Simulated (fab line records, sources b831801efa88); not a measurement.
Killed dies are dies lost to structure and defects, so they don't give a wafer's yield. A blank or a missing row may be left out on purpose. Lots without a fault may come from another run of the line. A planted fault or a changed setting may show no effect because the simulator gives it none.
Which tool did it? | flow sky130 | 11 lots, 33 wafers sampled, at 2 steps of a route of 708

WHAT THE GAUGES READ, wafer by wafer
SKY_CAP2M_OVL_MEAS_12.
lot  | measured     | on         | CAP2M_OVL (nm)
L707 | day 40 19:59 | overlay-01 | -1.6 -3.8 -2.6
L708 | day 41 00:47 | overlay-01 | -2.9 -2.1 -0.6
L711 | day 42 17:11 | overlay-02 | 0.7 -0.1 -1.2
L712 | day 43 00:15 | overlay-02 | -2.2 0.1 -0.7
L717 | day 44 01:22 | overlay-02 | 0.4 -0.2 -1.0
L722 | day 45 10:46 | overlay-02 | 0.8 1.0 1.5
L723 | day 45 13:25 | overlay-01 | 1.6 0.5 -0.5
L724 | day 45 15:52 | overlay-02 | -0.1 1.5 0.7
L725 | day 45 19:14 | overlay-01 | 0.5 -1.1 -0.5
L727 | day 46 09:11 | overlay-01 | -1.1 -0.4 -1.4
L728 | day 46 21:04 | overlay-02 | -2.2 -3.7 -0.5

WHICH TOOL RAN EACH LOT (tool, then ch and the chambers of the sampled wafers, then the start)
lot  | SKY_VIA3_ETCH_15
L707 | rie_diel-04 ch 0,1,3, day 39 18:44
L708 | rie_diel-01 ch 0,1,3, day 39 23:08
L711 | rie_diel-01 ch 0,3, day 41 16:05
L712 | rie_diel-01 ch 0,3, day 41 23:21
L717 | rie_diel-03 ch 1,2, day 43 00:41
L722 | rie_diel-04 ch 0,1, day 44 11:17
L723 | rie_diel-03 ch 2,3, day 44 14:20
L724 | rie_diel-04 ch 0,1,3, day 44 17:17
L725 | rie_diel-01 ch 0,2,3, day 44 19:31
L727 | rie_diel-01 ch 0,3, day 45 11:18
L728 | rie_diel-01 ch 2,3, day 45 22:23
- SKY_VIA3_ETCH_15: etches SiO2 in C4F8/O2/Ar, stops on TiN, target depth 507 nm, time 78 s.

THE ANSWER, worked out from the rows above alone
Rule: what is usual is taken from the lots themselves. Put in order of their means at a reading, lots are off if they are a third of the lots or fewer, leave a main group of 4 or more, and stand apart from it by a gap of 3 or more times the standard deviation of the main group's means; of several such gaps the widest counts. A main group whose means are all the same, to the digits that the tables above print for the reading, isn't used. A lot without any number at a reading at which 4 lots or more have one is off too. The other lots that the step has rows for count as sound.
No lot is off at any reading shown: from this, nothing can be told.

WHAT THE SIMULATOR HAD PUT IN
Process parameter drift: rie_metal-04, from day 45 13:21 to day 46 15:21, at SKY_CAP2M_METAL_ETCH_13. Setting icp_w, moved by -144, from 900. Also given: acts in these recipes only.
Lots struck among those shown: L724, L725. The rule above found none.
